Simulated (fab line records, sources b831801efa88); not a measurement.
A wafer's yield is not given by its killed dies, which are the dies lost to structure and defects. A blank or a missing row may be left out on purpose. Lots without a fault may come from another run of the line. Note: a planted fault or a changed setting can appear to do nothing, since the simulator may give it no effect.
The tool behind it: which one? + flow sky130 + 12 lots, 36 wafers sampled, at 3 steps of a route of 708

== WHAT EACH GAUGE READ, for each wafer ==
SKY_CONTACT_RS_MEAS_25: a four-point-probe measurement.
| lot  | measured     | on            | CONTACT_W_RS (ohm/sq) |
|------|--------------|---------------|-----------------------|
| L075 | day 32 02:53 | film_metro-04 | 0.334 0.334 0.335     |
| L077 | day 32 17:44 | film_metro-04 | 0.332 0.338 0.335     |
| L079 | day 33 02:26 | film_metro-04 | 0.337 0.334 0.336     |
| L081 | day 33 18:15 | film_metro-02 | 0.345 0.335 0.334     |
| L083 | day 34 10:31 | film_metro-01 | 0.330 0.348 0.346     |
| L085 | day 35 03:13 | film_metro-02 | 0.341 0.331 0.333     |
| L087 | day 35 23:02 | film_metro-01 | 0.333 0.343 0.342     |
| L091 | day 36 21:01 | film_metro-02 | 0.340 0.335 0.334     |
| L089 | day 36 23:33 | film_metro-04 | 0.334 0.338 0.344     |
| L093 | day 38 04:51 | film_metro-02 | 0.333 0.333 0.341     |
| L095 | day 38 06:40 | film_metro-01 | 0.346 0.338 0.346     |
| L097 | day 38 15:09 | film_metro-01 | 0.336 0.335 0.341     |

== WHICH TOOL RAN EACH LOT (tool, then ch and the chambers of the sampled wafers, then the start) ==
| lot  | SKY_LOCAL_INTERCONNECT_STRIP_15      | SKY_CONTACT_SPUTTER_23       |
|------|--------------------------------------|------------------------------|
| L075 | plasma_asher-04 ch 0, day 30 20:54   | pvd_sputter-03, day 32 02:43 |
| L077 | plasma_asher-03 ch 0,1, day 31 11:51 | pvd_sputter-03, day 32 17:34 |
| L079 | plasma_asher-04 ch 0,1, day 31 21:33 | pvd_sputter-01, day 33 02:14 |
| L081 | plasma_asher-01 ch 0,1, day 32 13:37 | pvd_sputter-04, day 33 18:05 |
| L083 | plasma_asher-04 ch 0,1, day 33 06:12 | pvd_sputter-03, day 34 10:21 |
| L085 | plasma_asher-04 ch 1, day 33 22:27   | pvd_sputter-03, day 35 03:03 |
| L087 | plasma_asher-01 ch 0,1, day 34 18:02 | pvd_sputter-03, day 35 22:52 |
| L091 | plasma_asher-03 ch 0,1, day 35 16:41 | pvd_sputter-04, day 36 20:50 |
| L089 | plasma_asher-03 ch 0,1, day 35 18:26 | pvd_sputter-03, day 36 23:22 |
| L093 | plasma_asher-01 ch 0,1, day 37 00:15 | pvd_sputter-04, day 38 04:40 |
| L095 | plasma_asher-04 ch 0,1, day 37 01:26 | pvd_sputter-03, day 38 06:26 |
| L097 | plasma_asher-01 ch 0,1, day 37 10:53 | pvd_sputter-03, day 38 14:50 |
- SKY_LOCAL_INTERCONNECT_STRIP_15: strips in O2/N2.
- SKY_CONTACT_SPUTTER_23: material TiN, target thk 20 nm, time 80 s.

== THE ANSWER, worked out from the rows above alone ==
Rule: usual is defined by the lots themselves. The widest of any qualifying gaps counts: lots, ordered by their means at a reading, are off when they make up no more than a third of the lots, leave a main group of 4 or more, and stand apart from it by 3 or more times the standard deviation of that group's means. The tables above print the reading to a certain number of digits; a main group whose means all agree to those digits is not used. A lot without any number at a reading at which 4 lots or more have one is off too. All remaining lots with rows at the step are treated as sound.
No lot is off on any of the readings shown, so nothing can be concluded from this.

== WHAT THE SIMULATOR HAD PUT IN ==
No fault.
